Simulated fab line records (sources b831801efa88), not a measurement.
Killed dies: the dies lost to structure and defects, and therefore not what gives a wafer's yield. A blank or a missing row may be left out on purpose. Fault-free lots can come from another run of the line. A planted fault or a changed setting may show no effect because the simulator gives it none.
Matching of chambers + flow gf180mcu + cmp-01 running GF_V5_CMP_04: 4 sister chambers
The step polishes SiO2. 30 wafers are shown with their chamber, then 12 later ones without.

## WAFERS PAIRED WITH THEIR CHAMBERS
| wafer  | chamber | motor_current_A (A) | edge_zone_pressure_frac | head_pressure_psi (psi) |
|--------|---------|---------------------|-------------------------|-------------------------|
| L074.2 | 2       | 12.2                | 1.000                   | 3.999                   |
| L074.3 | 1       | 14.0                | 1.004                   | 4.002                   |
| L074.5 | 0       | 13.0                | 1.000                   | 3.997                   |
| L076.1 | 2       | 11.5                | 1.000                   | 3.995                   |
| L076.3 | 3       | 10.5                | 1.003                   | 4.008                   |
| L076.4 | 0       | 12.9                | 0.990                   | 3.990                   |
| L077.1 | 1       | 13.3                | 1.001                   | 4.012                   |
| L077.2 | 0       | 14.3                | 1.006                   | 3.995                   |
| L077.4 | 3       | 10.8                | 0.998                   | 3.986                   |
| L079.1 | 2       | 12.2                | 0.993                   | 4.011                   |
| L079.3 | 1       | 13.4                | 1.001                   | 4.013                   |
| L079.5 | 2       | 12.0                | 0.992                   | 4.023                   |
| L080.1 | 2       | 12.2                | 1.004                   | 3.990                   |
| L080.3 | 1       | 13.1                | 1.007                   | 3.996                   |
| L080.4 | 3       | 11.2                | 0.997                   | 3.993                   |
| L082.1 | 2       | 12.0                | 0.998                   | 3.998                   |
| L082.3 | 1       | 13.8                | 1.001                   | 3.998                   |
| L082.6 | 1       | 13.8                | 0.995                   | 3.992                   |
| L084.2 | 1       | 13.5                | 1.001                   | 4.001                   |
| L084.5 | 3       | 10.1                | 0.994                   | 3.995                   |
| L084.6 | 0       | 12.9                | 1.006                   | 4.007                   |
| L086.1 | 1       | 13.4                | 1.003                   | 3.979                   |
| L086.2 | 2       | 11.9                | 1.004                   | 4.002                   |
| L086.3 | 3       | 11.3                | 1.004                   | 3.994                   |
| L089.1 | 1       | 14.0                | 0.998                   | 3.998                   |
| L089.5 | 0       | 12.1                | 1.002                   | 4.011                   |
| L089.6 | 3       | 10.7                | 0.998                   | 4.007                   |
| L090.3 | 1       | 13.7                | 0.999                   | 4.012                   |
| L090.5 | 1       | 13.1                | 0.997                   | 3.995                   |
| L090.6 | 0       | 13.7                | 1.002                   | 3.999                   |

SIGNATURES (means of the wafers above)
| reading                 | chamber 0 | chamber 1 | chamber 2 | chamber 3 | scatter within a chamber |
|-------------------------|-----------|-----------|-----------|-----------|--------------------------|
| motor_current_A         | 13.150    | 13.555    | 12.000    | 10.767    | 0.452                    |
| edge_zone_pressure_frac | 1.00100   | 1.00064   | 0.99871   | 0.99900   | 0.00437                  |
| head_pressure_psi       | 3.99983   | 3.99982   | 4.00257   | 3.99717   | 0.00967                  |
Rule: for each reading, subtract the chamber's mean from the wafer's reading, divide by that reading's scatter and square the result; add these up over the readings and take the root, which gives the wafer's distance from the chamber. The wafer belongs to the nearest chamber; if the next one is less than 2 further off, it can't be placed. The scatter: the root of (the sum of the squares of (reading less its chamber's mean) over the shown wafers, divided by (wafers less chambers)).

## WAFERS MISSING THEIR CHAMBER
| wafer  | motor_current_A (A) | edge_zone_pressure_frac | head_pressure_psi (psi) |
|--------|---------------------|-------------------------|-------------------------|
| L093.1 | 12.6                | 0.997                   | 4.019                   |
| L093.2 | 13.7                | 0.997                   | 4.001                   |
| L093.4 | 12.6                | 1.006                   | 4.012                   |
| L094.1 | 12.2                | 1.007                   | 4.003                   |
| L094.2 | 10.1                | 0.998                   | 3.991                   |
| L094.4 | 14.2                | 1.006                   | 4.016                   |
| L095.1 | 12.4                | 1.007                   | 3.987                   |
| L095.3 | 10.9                | 1.000                   | 4.005                   |
| L095.6 | 13.9                | 1.004                   | 4.012                   |
| L097.4 | 13.1                | 1.008                   | 3.996                   |
| L097.5 | 13.3                | 0.999                   | 4.006                   |
| L097.6 | 13.1                | 1.004                   | 3.994                   |

## EACH ONE'S CHAMBER
| wafer  | from the rows above               | in truth |
|--------|-----------------------------------|----------|
| L093.1 | can't be placed: 2 or 0 or 1      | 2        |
| L093.2 | can't be placed: 1 or 0           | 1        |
| L093.4 | can't be placed: 0 or 2 or 1      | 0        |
| L094.1 | can't be placed: 2 or 0 or 1 or 3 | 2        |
| L094.2 | 3                                 | 3        |
| L094.4 | can't be placed: 1 or 0           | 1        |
| L095.1 | can't be placed: 0 or 2 or 1 or 3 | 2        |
| L095.3 | can't be placed: 3 or 2           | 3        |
| L095.6 | can't be placed: 1 or 0           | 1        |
| L097.4 | can't be placed: 0 or 1 or 2      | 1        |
| L097.5 | can't be placed: 0 or 1           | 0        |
| L097.6 | can't be placed: 0 or 1 or 2      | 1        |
Correct placement for 1 of the 12. Cannot be placed on the basis of these rows: 11; the candidates contain the true chamber in 11. 0 placed wrongly.
